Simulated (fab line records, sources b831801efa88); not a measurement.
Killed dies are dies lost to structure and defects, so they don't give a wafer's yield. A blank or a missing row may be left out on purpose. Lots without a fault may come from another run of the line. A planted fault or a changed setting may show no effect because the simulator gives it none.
A struck lot beside a sound one | flow sky130 | 36 steps out of a route of 708
Sound: wafers L285.1, L285.4, L285.5. Struck: wafers L287.1, L287.3, L287.5. The cause comes at the end.
At each step with rows: each side's tool, then ch and its chambers, then its first start. Under that, the readings that differ: sound wafers | struck wafers | difference of the means | sigmas: that difference in standard deviations of wafers without a fault.
alike: readings whose means differ by less than 2 such deviations, and words and numbers that are the same on both sides. not compared: withheld readings, readings that some wafer has no value for, bounds like >300 that may hide the same value, and numbers for which the record gives no deviation and whose values overlap.
The two part at a step that has a row with sigmas, a row that says differs or no value, or rows on one side only. Numbers that don't overlap but have no deviation are shown without sigmas and don't part them. A reading that every wafer of one side lacks parts them only if that side has two wafers or more.

first, 10 steps without rows for these wafers: SKY_POLY_CUT_ETCH_10 (etches BARC in N2/H2, stops on SiO2, time 45.9 s, target depth 60 nm); SKY_POLY_CUT_ETCH_11 (etches Si3N4 in CF4/CH2F2/Ar, stops on poly-Si, time 42.5 s, target depth 60 nm); SKY_POLY_CUT_STRIP_12 (strips in O2/N2); SKY_SD_P_DEHYDRATE_00 (time 60 s); SKY_SD_P_HMDS_01 (prime time 60 s); SKY_SD_P_COAT_02 (resist thk 1140 nm); SKY_SD_P_SOFTBAKE_03 (time 60 s); SKY_SD_P_EXPOSE_04 (exposes mask PSDM, target cd 380 nm); SKY_SD_P_PEB_05; SKY_SD_P_DEVELOP_06 (develop time 60 s).
SKY_SD_P_IMPLANT_09:
  sound on implanter-04 ch 0, day 29 13:25; struck on implanter-04 ch 0, day 30 01:10
SKY_SD_P_STRIP_10: strips in O2/N2.
  sound on plasma_asher-02 ch 0,1, day 29 13:34; struck on plasma_asher-03 ch 0, day 30 01:19
  reading                      | sound             | struck            | difference | sigmas
  oes_product_au (a.u.)        | 0.621 0.621 0.612 | 0.591 0.587 0.589 | -0.029     | -7
  strip_time_to_endpoint_s (s) | 17.48 17.47 17.45 | 18.92 18.93 18.96 | +1.47      | +42
  alike: drypump_motor_current_A
  not compared: rf_hours_counter_h
SKY_SD_P_TW_MEAS_11:
  sound on film_metro-02, day 29 13:40; struck on film_metro-01, day 30 01:25
  reading | sound          | struck         | difference | sigmas
  SD_P_TW | 2863 2853 2858 | 3238 3228 3257 | +383       | +9
then, 21 steps without rows for these wafers: SKY_RES_XHIGH_DEHYDRATE_00 (time 60 s); SKY_RES_XHIGH_HMDS_01 (prime time 60 s); SKY_RES_XHIGH_COAT_02 (resist thk 1140 nm); SKY_RES_XHIGH_SOFTBAKE_03 (time 60 s); SKY_RES_XHIGH_EXPOSE_04 (exposes mask URPM, target cd 1270 nm); SKY_RES_XHIGH_PEB_05; SKY_RES_XHIGH_DEVELOP_06 (develop time 60 s); SKY_RES_XHIGH_IMPLANT_07; SKY_RES_XHIGH_STRIP_08 (strips in O2/N2); SKY_SD_N_DEHYDRATE_00 (time 60 s); SKY_SD_N_HMDS_01 (prime time 60 s); SKY_SD_N_COAT_02 (resist thk 1140 nm); SKY_SD_N_SOFTBAKE_03 (time 60 s); SKY_SD_N_EXPOSE_04 (exposes mask NSDM, target cd 380 nm); SKY_SD_N_PEB_05; SKY_SD_N_DEVELOP_06 (develop time 60 s); SKY_SD_N_IMPLANT_09; SKY_SD_N_IMPLANT_10; SKY_SD_N_STRIP_11 (strips in O2/N2); SKY_SD_N_CLEAN_13 (cleans in SC1/SC2, time 150 s); SKY_SD_N_RTA_14 (time 2 s).
-- the record jumps here: 2 days lie between the struck wafers' starts before and after --
SKY_SD_N_RS_MEAS_17: measures by four-point-probe.
  sound on film_metro-01, day 31 21:47; struck on film_metro-02, day 32 09:38
  reading          | sound             | struck            | difference | sigmas
  SD_P_RS (ohm/sq) | 147.0 146.9 147.1 | 138.9 137.8 137.9 | -8.8       | -24
-- the record jumps here: 17 days lie between the struck wafers' starts before and after (it left off in module SD_N and takes up again in module PAD_OPEN, whose first step shown is number 708 of the route) --
SKY_PAD_OPEN_PROBE_99:
  sound on prober-02, day 48 15:21; struck on prober-01, day 48 23:20
  reading                                | sound             | struck            | difference | sigmas
  model.etest.res_high_po.line_ohm_um    | 734.3 703.1 755.7 | 527.3 525.8 525.2 | -204.9     |
  model.etest.res_pdiff.line_ohm_um      | 1386 1386 1397    | 1159 1109 1132    | -256       |
  model.etest.licon_high_po.rc_ohm       | 366.7 353.2 353.3 | 194.7 190.2 203.1 | -161.7     |
  model.etest.pfet_g5v0d10v5.r_on_ohm_um | 4792 4854 4738    | 4547 4563 4515    | -253       |
  model.etest.licon_pdiff.rc_ohm         | 596.5 593.8 572.9 | 470.4 465.6 494.2 | -111.0     |
  model.etest.res_high_po.rs_ohm_sq      | 260.9 252.8 264.5 | 183.8 184.8 182.6 | -75.7      |
  model.etest.res_pdiff_hv.rs_ohm_sq     | 195.3 194.8 195.2 | 155 155.4 156.6   | -39        |
  model.etest.res_pdiff.rs_ohm_sq        | 200.7 200.3 200.4 | 166.5 163.9 164.6 | -35.5      |
  alike: killed_at_M0_to_M3, killed_at_M4_up, killed_at_contacts, killed_at_front_end, killed_at_other, killed_dies, killed_open, killed_short

WHERE THEY PART
First at SKY_SD_P_STRIP_10; last, within this record, at SKY_SD_N_RS_MEAS_17. Later steps at which nothing parts them and some readings are alike: SKY_PAD_OPEN_PROBE_99.

WHY: what the simulator had put in
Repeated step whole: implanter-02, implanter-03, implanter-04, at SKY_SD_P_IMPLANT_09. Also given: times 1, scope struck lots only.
